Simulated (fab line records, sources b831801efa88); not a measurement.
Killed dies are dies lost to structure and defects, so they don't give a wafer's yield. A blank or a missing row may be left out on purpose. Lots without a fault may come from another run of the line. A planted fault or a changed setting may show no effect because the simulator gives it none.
Problem report in the 8D (eight disciplines) form, filled by code | flow gf180mcu | the parts of the form that need people (team, actions taken, sign-off) are left out

1. THE PROBLEM
killed_at_other at GF_PASSIVATION_PROBE_99 reads a mean of 30.3 on 3 wafers of 2 lots; wafers without a fault read 0.1 with a standard deviation of 0.43. That is +70 standard deviations from the usual mean.
First seen on wafer L693.4, day 31 23:04, on prober-01. The record holds 9 wafers of 3 lots with a number at this step. Rule for "out", or "out of limits": more than 4 standard deviations from the usual mean. The other wafers with a number count as sound.

2. WHAT IT IS AND WHAT IT IS NOT
question                    | is                             | is not
which readings at this step | killed_at_other, killed_on_rim | killed_at_M0_to_M3, killed_at_contacts, killed_open, killed_short, sort_bin_6_memory
which lots                  | L693, L695                     | L703
which wafers of those lots  | L693.4, L693.6, L695.4         | L693.3, L695.1, L695.3
read on which tools         | prober-01, prober-02           | -
when                        | from day 31 23:04              | up to then (1 sound wafer); but 5 sound wafers of L695, L703 came after

3. SUSPECTS, AND WHAT RULES EACH OUT
Counting: a tool at a process step up to the reading stays a suspect if it ran every lot that is out. Sound lots after the first of them don't rule it out here, since some wafers of a struck lot are sound.
- pvd_sputter-02 at GF_MIM_SPUTTER_08 (material AlCu, target thk 200 nm, time 10.6 s): kept. It ran every lot that is out, first L693 (day 27 20:25).
Left after counting: pvd_sputter-02 at GF_MIM_SPUTTER_08.

4. THE CAUSE (what the simulator had put in)
Chamber particle source: pvd_sputter-02, from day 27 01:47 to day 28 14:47, at GF_MIM_SPUTTER_08. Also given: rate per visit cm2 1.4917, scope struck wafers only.
Counting left only this tool.

5. THE CHAIN OF EFFECTS, in route order
Each row: a reading whose mean over the struck wafers that have a number lies more than 3 standard deviations from the usual. Only readings for which the record gives a usual standard deviation are gone through. hours: the time from each lot's start at the first step in this table that gives one to its start at this step, as a median over the lots. sigmas: the change in usual standard deviations.
hours | step                    | reading              | usual  | on struck wafers | change | sigmas
0     | GF_PASSIVATION_PROBE_99 | defect_limited_yield | 90.4 % | 84.5             | -5.9   | -4.2
0     | GF_PASSIVATION_PROBE_99 | killed_at_other      | 0.1    | 30.3             | +30.2  | +70
0     | GF_PASSIVATION_PROBE_99 | killed_dies          | 47     | 76               | +29    | +4.3
0     | GF_PASSIVATION_PROBE_99 | killed_on_rim        | 9.4    | 21.3             | +11.9  | +4.6
0     | GF_PASSIVATION_PROBE_99 | sort_bin_3_pad_short | 0.39 % | 2.10             | +1.71  | +5.9
0     | GF_PASSIVATION_PROBE_99 | sort_bin_5_function  | 5.6 %  | 9.1              | +3.5   | +3.2
0     | GF_PASSIVATION_PROBE_99 | sort_n_pass          | 445    | 416              | -29    | -4.3
0     | GF_PASSIVATION_PROBE_99 | sort_yield_pct       | 90.4 % | 84.5             | -5.9   | -4.2
The process steps in it:
- GF_PASSIVATION_PROBE_99

6. WHAT WOULD HAVE CAUGHT IT SOONER
In this record the first reading out of limits was taken at day 31 23:04, 117 hours after the fault began at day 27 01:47.
Of the tool readings at GF_MIM_SPUTTER_08 for which the record gives a usual standard deviation, none was out on any struck wafer, so an alarm limit of 4 standard deviations on them would not have fired.
All the lots that are out (2) had begun GF_MIM_SPUTTER_08 on pvd_sputter-02 by day 31 23:04. A hold on the tool at that time would have spared none of them.
